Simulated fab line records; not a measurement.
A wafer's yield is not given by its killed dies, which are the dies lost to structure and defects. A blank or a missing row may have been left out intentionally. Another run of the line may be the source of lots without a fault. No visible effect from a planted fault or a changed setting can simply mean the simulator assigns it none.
fab line records | flow sky130
[record] lots = 5 wafers = 15 last_day = 50
route steps=708 shown METAL3@565 VIA3@573 PAD_OPEN@708
lots that met no fault: taken from a fault-free run of the same line
start_h: the number of hours between the record's first day and the start of the first shown wafer of the lot | wait_h: hours from the lot's prior step to this one | " same as the row above | L1.1+2: one row covering several wafers at once | - no value, or no start was given | * or withheld: withheld | < > ~ a bound
route shown NAME@n: a module of which the file shows steps, and the number in the route of the first | usual: mean/standard deviation of fault-free wafers | same: alike in all rows | chamber/n: place in a boat | sites: per-site readings | _std_site: standard deviation across them | _edge_site: outer sites' mean less inner sites' | radius_mm: how far each site lies from the wafer's centre | mask NAME#n: copy n | behind: the most recent tool/chamber to have shaped the wafer | hold: what put the lot on hold/how long, in hours/how the hold closed | device: the transistor (n, p or np) that didn't switch | end of line: tests run on the same wafers once the route is complete | where a step has no rows: the recipe by itself | killed: dies lost to structure and defects at the first sort, not the wafer's yield | map: the dies of a wafer, with x for killed, . for not killed, _ for no die there
set.NAME: the setting that was run; set.NAME@STEP: the one run at that earlier step | model.NAME: the simulator's own value behind a step, which no gauge read
certain route steps with their lots: each step a table, each wafer a row
services: the hour from which a tool's chamber was out of use, counted from the record's first day as start_h (under 0 if before that day), plus the number of hours and why
[[steps]]
[step SKY_METAL3_DESCUM_15]
[recipe] chemistry = O2 source_power_w = 150 bias_power_w = 0 pressure_mtorr = 10 temp_c = 40 time_s = 8
[step SKY_METAL3_ETCH_16]
[recipe] chemistry = N2/H2 target = BARC ion_energy_ev = 200 bias_w = 100 pressure_mtorr = 30 n2_flow_sccm = 100 h2_flow_sccm = 200 icp_w = 500 stop_on = SiO2 time_s = 85.15 target_depth_a = 600
[step SKY_METAL3_ETCH_17]
[recipe] target = SiO2 stop_on = TiN chemistry = C4F8/O2/Ar source_w = 1500 bias_w = 1200 pressure_mtorr = 40 c4f8_flow_sccm = withheld O2_flow_sccm = 6 Ar_flow_sccm = 300 time_s = 3.9 target_depth_a = 150
[step SKY_METAL3_METAL_ETCH_18]
[recipe] target_depth_a = 8450 stop_on = SiO2 over_etch_frac = 0.3 time_s = 183.1 chemistry = Cl2/BCl3 resist_sidewall_deg = 88 pressure_mtorr = 10 icp_w = 900 bias_w = 48.5 Cl2_flow_sccm = 60 bcl3_flow_sccm = 30
[step SKY_METAL3_STRIP_19]
[recipe] chemistry = O2/N2 power_w = 1400 pressure_mtorr = 1500 platen_temp_c = withheld o2_flow_sccm = 3000 n2_flow_sccm = 300 overash_fraction = 0.5
[step SKY_METAL3_STRIP_20]
[recipe] chemistry = post_etch_residue_remover time_s = 1200 temp_c = 72.5
[step SKY_METAL3_CLEAN_21]
[recipe] chemistry = IPA time_s = 180 temp_c = 25
[step SKY_METAL3_CLEAN_22]
[recipe] chemistry = O3/DIW dry = n2_spin
[step SKY_VIA3_HDPCVD_00]
[recipe] material = SiO2 target_thk_nm = 1635 sigma_open_frac = 0.3 time_s = 272.5 temp_c = 400 sih4_flow_sccm = 60 pressure_mtorr = 6
[step SKY_VIA3_CMP_02]
[recipe] material = SiO2 down_force_psi = 4 platen_rpm = 60 pad_velocity_m_s = 0.94248
[usual] edge_zone_pressure_frac = 1.000/0.0052 head_pressure_psi = 3.999/0.0078 motor_current_A = 12.4/1.1
// columns lot.wafer tool chamber start_h wait_h edge_zone_pressure_frac head_pressure_psi motor_current_A model.SiO2_of_VIA3_HDPCVD_00.thk_nm
L425.3 cmp-01 2 921.36 0.1 0.996 4.006 11.1 464
L425.2 " 3 " " 0.999 3.989 11.5 464
L425.1 " 0 " " 1.005 3.988 14.1 464.1
L431.3 cmp-02 0 966.24 0.1 - - - 1648
L431.2 " 1 " " - - - 1628
L431.6 " 2 " " - - - 1630
L432.3 cmp-01 0 971.48 0.0 - - - 1606
L432.1 " 1 " " - - - 1639
L432.2 " 3 " " - - - 1637
L433.2 cmp-02 1 979.55 0.2 - - - 1660
L433.1 " 3 " " - - - 1666
L433.6 " 0 " " - - - 1658
L446.3 cmp-02 3 1060.22 0.0 1.005 4.010 11.2 463.4
L446.5 " 3 " " 1.009 3.998 11.9 464.1
L446.6 " 0 " " 1.000 3.993 12.3 464.6
[step SKY_VIA3_BOW_MEAS_03]
[recipe] mode = bow
[usual] VIA3_BOW = 80/6.9
// columns lot.wafer tool chamber start_h wait_h VIA3_BOW[um]
L425.1 film_metro-02 - 921.61 0.1 72
L425.2 " - " " 69
L425.3 " - " " 75
L431.2 film_metro-02 - 966.46 0.1 125
L431.3 " - " " 129
L431.6 " - " " 144
L432.1 film_metro-03 - 971.78 0.2 126
L432.2 " - " " 109
L432.3 " - " " 116
L433.1 film_metro-03 - 979.80 0.1 131
L433.2 " - " " 132
L433.6 " - " " 132
L446.3 film_metro-04 - 1060.56 0.3 83
L446.5 " - " " 89
L446.6 " - " " 89
[step SKY_VIA3_DEHYDRATE_04]
[recipe] temp_c = 200 time_s = 60
[step SKY_VIA3_HMDS_05]
[recipe] prime_time_s = 60 prime_temp_c = 120
[step SKY_VIA3_COAT_06]
[recipe] resist = BARC temp_c = withheld time_s = withheld spin_rpm = 3000 resist_thk_nm = 60
[step SKY_VIA3_COAT_07]
[recipe] resist = KrF-thick spin_rpm = 3000 resist_thk_nm = 450
[step SKY_VIA3_SOFTBAKE_08]
[recipe] temp_c = 100 time_s = 90 resist = KrF-thick
[step SKY_VIA3_EXPOSE_09]
[recipe] mask_id = VIM3 na = 0.8 source_shape = annular sigma_inner = 0.55 sigma_outer = 0.85 target_cd_nm = 200 dose_mj = 38
[step SKY_VIA3_PEB_10]
[recipe] peb_temp_c = withheld peb_time_s = withheld resist = KrF-thick
[step SKY_VIA3_DEVELOP_11]
[recipe] develop_time_s = 60 resist = KrF-thick dev_temp_c = 21
[step SKY_VIA3_ETCH_14]
[recipe] chemistry = N2/H2 target = BARC ion_energy_ev = 200 source_w = 500 bias_w = 100 pressure_mtorr = 30 n2_flow_sccm = 100 h2_flow_sccm = 200 stop_on = SiO2 time_s = 45.9 target_depth_a = 600
[step SKY_VIA3_ETCH_15]
[recipe] target = SiO2 chemistry = C4F8/O2/Ar target_depth_nm = 507 stop_on = TiN mask_material = KrF-thick source_w = 1500 bias_w = 1200 pressure_mtorr = 40 c4f8_flow_sccm = withheld O2_flow_sccm = 6 Ar_flow_sccm = 300 time_s = 78
[usual] oes_product_au = 0.945/0.0045
// columns lot.wafer tool chamber start_h wait_h oes_product_au rf_hours_counter_h model.etch.depth_nm model.VIA3.feature_depth_nm
L425.1 rie_diel-03 3 946.93 0.0 0.956 13 464.1 464.1
L425.2 " 1 " " 0.946 8 464 464
L425.3 " 0 " " 0.942 4 464 464
L431.2 rie_diel-01 0 990.58 0.0 1.547 3 476.6 476.6
L431.3 " 1 " " 1.608 12 504.9 504.9
L431.6 " 2 " " 1.617 - 506.3 506.3
L432.1 rie_diel-03 2 996.79 0.0 1.605 9 497.1 497.1
L432.2 " 3 " " 1.579 15 491.3 491.3
L432.3 " 1 " " 1.592 9 493.1 493.1
L433.1 rie_diel-03 0 1003.94 0.0 1.592 6 492.5 492.5
L433.2 " 3 " " 1.601 15 500 500
L433.6 " 1 " " 1.604 - 498.7 498.7
L446.3 rie_diel-01 2 1081.82 0.0 0.946 25 463.4 463.4
L446.5 " 2 " " 0.942 - 464.1 464.1
L446.6 " 3 " " 0.941 - 464.6 464.6
[step SKY_VIA3_STRIP_16]
[recipe] chemistry = O2/N2 power_w = 1400 pressure_mtorr = 1500 platen_temp_c = withheld o2_flow_sccm = 3000 n2_flow_sccm = 300 overash_fraction = 0.5
[step SKY_VIA3_STRIP_17]
[recipe] chemistry = post_etch_residue_remover time_s = 1200 temp_c = 72.5
[step SKY_VIA3_CLEAN_18]
[recipe] chemistry = IPA time_s = 180 temp_c = 25
[step SKY_VIA3_CLEAN_19]
[recipe] chemistry = O3/DIW dry = n2_spin
[step SKY_VIA3_SPUTTER_20]
[recipe] material = TiN target_thk_nm = 20 chamber_pressure_pa = 5 power_w = 4000 time_s = 80
[step SKY_VIA3_CVD_21]
[recipe] material = W target_thk_nm = 390 time_s = 117.31 temp_c = 400 pressure_torr = 40
[step SKY_VIA3_CMP_24]
[recipe] stop_on = SiO2 t_overpolish_s = 20 down_force_psi = 3.5 platen_rpm = 60 target_thk_nm = 0 pad_velocity_m_s = 0.94248
[usual] edge_zone_pressure_frac = 1.000/0.0049 head_pressure_psi = 3.500/0.0076 motor_current_A = 11.3/0.95
// columns lot.wafer tool chamber start_h wait_h edge_zone_pressure_frac head_pressure_psi motor_current_A model.SiO2_of_VIA3_HDPCVD_00.thk_nm
L425.2 cmp-02 0 947.94 0.0 1.003 3.497 11.3 459.6
L425.3 " 1 " " 0.996 3.494 11.5 459.6
L425.1 " 3 " " 1.000 3.497 11.7 459.7
L431.2 cmp-02 2 991.63 0.0 1.002 3.501 10.3 1623
L431.3 " 1 " " 1.006 3.497 11.4 1643
L431.6 " 2 " " 0.999 3.516 10.1 1626
L432.1 cmp-02 1 997.87 0.1 1.001 3.494 11.3 1634
L432.2 " 3 " " 1.003 3.501 11.2 1633
L432.3 " 0 " " 1.003 3.506 11.6 1602
L433.1 cmp-01 1 1005.01 0.1 1.000 3.497 12.5 1661
L433.2 " 2 " " 1.005 3.516 10.3 1655
L433.6 " 1 " " 0.997 3.502 12.6 1653
L446.3 cmp-01 3 1082.94 0.1 0.996 3.505 10.8 459
L446.5 " 1 " " 1.008 3.481 13.0 459.7
L446.6 " 2 " " 1.002 3.491 10.1 460.2
[step SKY_PAD_OPEN_PROBE_99]
[usual] defect_limited_yield = 82.2/1.8 killed_at_M0_to_M3 = 44/6.9 killed_at_M4_up = 3.3/2 killed_at_contacts = 25/5.4 killed_at_front_end = 16/4.6 killed_dies = 88/8.9 killed_on_rim = 17/3.6 killed_open = 48/6.8 killed_short = 39/5.8 sort_bin_3_pad_short = 0.8/0.44 sort_bin_5_function = 10.6/1.4 sort_bin_6_memory = 6.4/1.1 sort_n_pass = 404/8.9 sort_yield_pct = 82.2/1.8
[same] gross_dies = 492 killed_at_back_side = 0 killed_at_other = 0 sort_bin_4_leakage[%] = 0 sort_bin_8_speed[%] = 0
// columns lot.wafer tool chamber start_h wait_h defect_limited_yield[%] killed_at_M0_to_M3 killed_at_M4_up killed_at_contacts killed_at_front_end killed_dies killed_on_rim killed_open killed_short sort_bin_3_pad_short[%] sort_bin_5_function[%] sort_bin_6_memory[%] sort_n_pass sort_yield_pct[%]
L425.1 prober-02 - 1091.94 0.1 82.7 39 1 30 15 85 19 52 32 0.8 10.4 6.1 407 82.7
L425.2 prober-02 - 1091.99 0.1 84.1 44 0 21 13 78 19 45 33 1.2 9.8 4.9 414 84.1
L425.3 prober-02 - 1092.04 0.2 79.5 50 1 28 22 101 24 52 49 0.8 11.8 7.9 391 79.5
L431.2 prober-02 - 1132.47 0.1 0 440 7 31 14 492 96 55 37 1.6 92.7 5.7 0 0
L431.3 prober-02 - 1132.52 0.2 0 449 2 27 14 492 96 46 32 0.8 94.1 5.1 0 0
L431.6 prober-02 - 1132.67 0.2 0 450 3 27 12 492 96 47 39 1.2 92.9 5.9 0 0
L432.1 prober-01 - 1135.61 0.1 0 460 3 20 9 492 96 46 34 1.0 93.5 5.5 0 0
L432.2 prober-01 - 1135.66 0.1 0 445 7 25 15 492 96 49 39 1.2 93.3 5.5 0 0
L432.3 prober-01 - 1135.71 0.2 0 458 4 16 14 492 96 46 37 0.8 92.5 6.7 0 0
L433.1 prober-02 - 1138.14 0.1 0 451 5 25 11 492 96 42 31 0.8 94.1 5.1 0 0
L433.2 prober-02 - 1138.19 0.1 0 450 2 20 20 492 96 40 45 1.2 93.3 5.5 0 0
L433.6 prober-02 - 1138.39 0.2 0 450 6 22 14 492 96 47 31 0.6 93.1 6.3 0 0
L446.3 prober-02 - 1201.31 0.2 79.1 51 7 36 9 103 17 60 43 0.4 13.6 6.9 389 79.1
L446.5 prober-02 - 1201.41 0.2 80.5 34 3 42 17 96 21 47 48 0.8 11.8 6.9 396 80.5
L446.6 prober-02 - 1201.46 0.2 84.3 37 2 31 7 77 13 54 23 0 8.1 7.5 415 84.3
// killed by level:class
L425.1 CONTACT:geometric_particle:open=11 LI_CONTACT:geometric_particle:open=9 VIA3:geometric_particle:open=7 VIA2:geometric_particle:open=7 METAL3:geometric_particle:short=6 POLY_GATE:geometric_particle:open=5 FIELD_ISO:geometric_particle:open=4 CONTACT:geometric_particle:short=4
L425.2 VIA1:geometric_particle:open=11 LI_CONTACT:geometric_particle:open=9 VIA2:geometric_particle:open=9 CONTACT:geometric_particle:open=5 METAL2:geometric_particle:short=5 FIELD_ISO:geometric_particle:short=4 VIA1:geometric_particle:short=4 METAL1:geometric_particle:short=4
L425.3 VIA1:geometric_particle:open=10 LI_CONTACT:geometric_particle:open=9 FIELD_ISO:geometric_particle:open=7 METAL2:geometric_particle:short=7 CONTACT:geometric_particle:open=6 VIA3:geometric_particle:open=6 METAL1:geometric_particle:short=5 VIA2:geometric_particle:open=5
L431.2 VIA3:area_cmp=400 CONTACT:geometric_particle:open=11 LI_CONTACT:geometric_particle:open=10 VIA1:geometric_particle:open=9 VIA3:geometric_particle:open=9 METAL4:geometric_particle:short=7 VIA2:geometric_particle:open=6 CONTACT:geometric_particle:short=5
L431.3 VIA3:area_cmp=414 CONTACT:geometric_particle:open=9 VIA3:geometric_particle:open=9 LI_CONTACT:geometric_particle:open=6 VIA1:geometric_particle:open=6 VIA1:geometric_particle:short=5 LOCAL_INTERCONNECT:geometric_particle:short=4 VIA2:geometric_particle:open=4
L431.6 VIA3:area_cmp=406 CONTACT:geometric_particle:open=8 VIA2:geometric_particle:open=8 LI_CONTACT:geometric_particle:open=7 VIA1:geometric_particle:open=7 VIA3:geometric_particle:open=7 LOCAL_INTERCONNECT:geometric_particle:short=6 POLY_GATE:geometric_particle:open=6
L432.1 VIA3:area_cmp=412 VIA1:geometric_particle:open=13 LI_CONTACT:geometric_particle:open=10 METAL1:geometric_particle:short=7 CONTACT:geometric_particle:open=6 FIELD_ISO:geometric_particle:open=5 METAL2:geometric_particle:short=5 VIA1:geometric_particle:short=5
L432.2 VIA3:area_cmp=404 VIA1:geometric_particle:open=15 CONTACT:geometric_particle:open=11 FIELD_ISO:geometric_particle:open=8 VIA1:geometric_particle:short=7 METAL4:geometric_particle:short=6 LI_CONTACT:geometric_particle:open=6 METAL1:geometric_particle:short=5
L432.3 VIA3:area_cmp=409 VIA1:geometric_particle:open=12 METAL1:geometric_particle:short=8 VIA2:geometric_particle:open=8 FIELD_ISO:geometric_particle:open=6 VIA3:geometric_particle:open=5 LI_CONTACT:geometric_particle:open=4 CONTACT:geometric_particle:short=4
L433.1 VIA3:area_cmp=419 CONTACT:geometric_particle:open=10 VIA2:geometric_particle:open=8 VIA1:geometric_particle:open=8 LI_CONTACT:geometric_particle:open=7 METAL1:geometric_particle:short=5 FIELD_ISO:geometric_particle:open=4 METAL3:geometric_particle:short=4
L433.2 VIA3:area_cmp=407 VIA2:geometric_particle:open=8 VIA1:geometric_particle:open=7 VIA1:geometric_particle:short=6 FIELD_ISO:geometric_particle:open=5 FIELD_ISO:geometric_particle:short=5 LI_CONTACT:geometric_particle:short=5 CONTACT:geometric_particle:short=5
L433.6 VIA3:area_cmp=413 CONTACT:geometric_particle:open=10 VIA2:geometric_particle:open=10 METAL2:geometric_particle:short=7 FIELD_ISO:geometric_particle:open=5 METAL4:geometric_particle:short=5 LI_CONTACT:geometric_particle:open=5 VIA1:geometric_particle:open=5
L446.3 CONTACT:geometric_particle:open=16 VIA1:geometric_particle:open=12 LI_CONTACT:geometric_particle:open=8 VIA2:geometric_particle:open=7 VIA3:geometric_particle:open=7 METAL3:geometric_particle:short=6 METAL4:geometric_particle:short=6 CONTACT:geometric_particle:short=5
L446.5 CONTACT:geometric_particle:open=15 LOCAL_INTERCONNECT:geometric_particle:short=8 LI_CONTACT:geometric_particle:open=7 VIA1:geometric_particle:open=7 POLY_GATE:geometric_particle:short=6 FIELD_ISO:geometric_particle:short=5 LI_CONTACT:geometric_particle:short=5 CONTACT:geometric_particle:short=5
L446.6 CONTACT:geometric_particle:open=12 VIA1:geometric_particle:open=11 VIA3:geometric_particle:open=10 LI_CONTACT:geometric_particle:open=9 VIA2:geometric_particle:open=5 CONTACT:geometric_particle:short=4 METAL3:geometric_particle:short=4 POLY_GATE:geometric_particle:open=3
// map L431.2 (x killed, . not)
__________xxxxxxxxxx_________
________xxxxxxxxxxxxxx_______
______xxxxxxxxxxxxxxxxxx_____
_____xxxxxxxxxxxxxxxxxxxx____
____xxxxxxxxxxxxxxxxxxxxxx___
___xxxxxxxxxxxxxxxxxxxxxxxx__
__xxxxxxxxxxxxxxxxxxxxxxxxxx_
_xxxxxxxxxxxxxxxxxxxxxxxxxxxx
_xxxxxxxxxxxxxxxxxxxxxxxxxxxx
_xxxxxxxxxxxxxxxxxxxxxxxxxxxx
_xxxxxxxxxxxxxxxxxxxxxxxxxxxx
_xxxxxxxxxxxxxxxxxxxxxxxxxxxx
_xxxxxxxxxxxxxxxxxxxxxxxxxxxx
_xxxxxxxxxxxxxxxxxxxxxxxxxxxx
_xxxxxxxxxxxxxxxxxxxxxxxxxxxx
__xxxxxxxxxxxxxxxxxxxxxxxxxx_
___xxxxxxxxxxxxxxxxxxxxxxxx__
____xxxxxxxxxxxxxxxxxxxxxx___
_____xxxxxxxxxxxxxxxxxxxx____
______xxxxxxxxxxxxxxxxxx_____
________xxxxxxxxxxxxxx_______
__________xxxxxxxxxx_________
// map L432.1 (x killed, . not)
__________xxxxxxxxxx_________
________xxxxxxxxxxxxxx_______
______xxxxxxxxxxxxxxxxxx_____
_____xxxxxxxxxxxxxxxxxxxx____
____xxxxxxxxxxxxxxxxxxxxxx___
___xxxxxxxxxxxxxxxxxxxxxxxx__
__xxxxxxxxxxxxxxxxxxxxxxxxxx_
_xxxxxxxxxxxxxxxxxxxxxxxxxxxx
_xxxxxxxxxxxxxxxxxxxxxxxxxxxx
_xxxxxxxxxxxxxxxxxxxxxxxxxxxx
_xxxxxxxxxxxxxxxxxxxxxxxxxxxx
_xxxxxxxxxxxxxxxxxxxxxxxxxxxx
_xxxxxxxxxxxxxxxxxxxxxxxxxxxx
_xxxxxxxxxxxxxxxxxxxxxxxxxxxx
_xxxxxxxxxxxxxxxxxxxxxxxxxxxx
__xxxxxxxxxxxxxxxxxxxxxxxxxx_
___xxxxxxxxxxxxxxxxxxxxxxxx__
____xxxxxxxxxxxxxxxxxxxxxx___
_____xxxxxxxxxxxxxxxxxxxx____
______xxxxxxxxxxxxxxxxxx_____
________xxxxxxxxxxxxxx_______
__________xxxxxxxxxx_________
[[services]]
// columns tool chamber start_h hours kind
cmp-01 - 912.00 4.0 pm
cmp-01 - 916.00 - consumable_replace:conditioner
cmp-01 - 916.00 - consumable_replace:pad
rie_diel-03 0 920.76 11.0 repair
cmp-01 - 948.96 0.8 repair
cmp-02 - 971.38 3.8 repair
cmp-02 - 1011.90 4.4 pm
cmp-01 - 1024.91 10.5 repair
cmp-02 - 1035.63 11.4 pm
cmp-01 - 1036.16 7.5 repair
cmp-01 - 1036.56 5.1 repair
rie_diel-03 0 1053.80 6.8 repair
[[key]]
[first_sign] step = SKY_VIA3_CMP_02 reading = tool_record direction = missing
[effect] step = SKY_VIA3_BOW_MEAS_03 reading = VIA3_BOW direction = up sigmas = 6.8 usual = 80 struck = 127
[effect] step = SKY_VIA3_ETCH_15 reading = oes_product_au direction = up sigmas = 99+ usual = 0.945 struck = 1.594
[effect] step = SKY_PAD_OPEN_PROBE_99 reading = sort_bin_5_function direction = up sigmas = 61 usual = 10.6 struck = 93.3
[model_effect] step = SKY_VIA3_CMP_02 value = SiO2_of_VIA3_HDPCVD_00.thk_nm without = 464.4 struck = 1641
[model_effect] step = SKY_VIA3_ETCH_15 value = etch.depth_nm without = 464.4 struck = 495.6
[model_effect] step = SKY_VIA3_CMP_24 value = SiO2_of_VIA3_HDPCVD_00.thk_nm without = 460 struck = 1637
[more_kills_born_at] SKY_VIA3_CMP_02@cmp-02 = 2453 SKY_VIA3_CMP_02@cmp-01 = 1221
met_at SKY_VIA3_CMP_02
struck_wafers L431.2,L431.3,L431.6,L432.1,L432.2,L432.3,L433.1,L433.2,L433.6
later_rows_left_out L431.2,L431.3,L431.6,L432.1,L432.2,L432.3,L433.1,L433.2,L433.6
onset_between 921.36 966.24
[fault] kind = skipped_step_whole tool = cmp-01,cmp-02 chamber = - onset_h = 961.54 steps = SKY_VIA3_CMP_02 scope = struck_lots_only
// later_rows_left_out: the simulator's readings of these wafers behind a module that went badly wrong aren't trusted and aren't shown, but for the sort
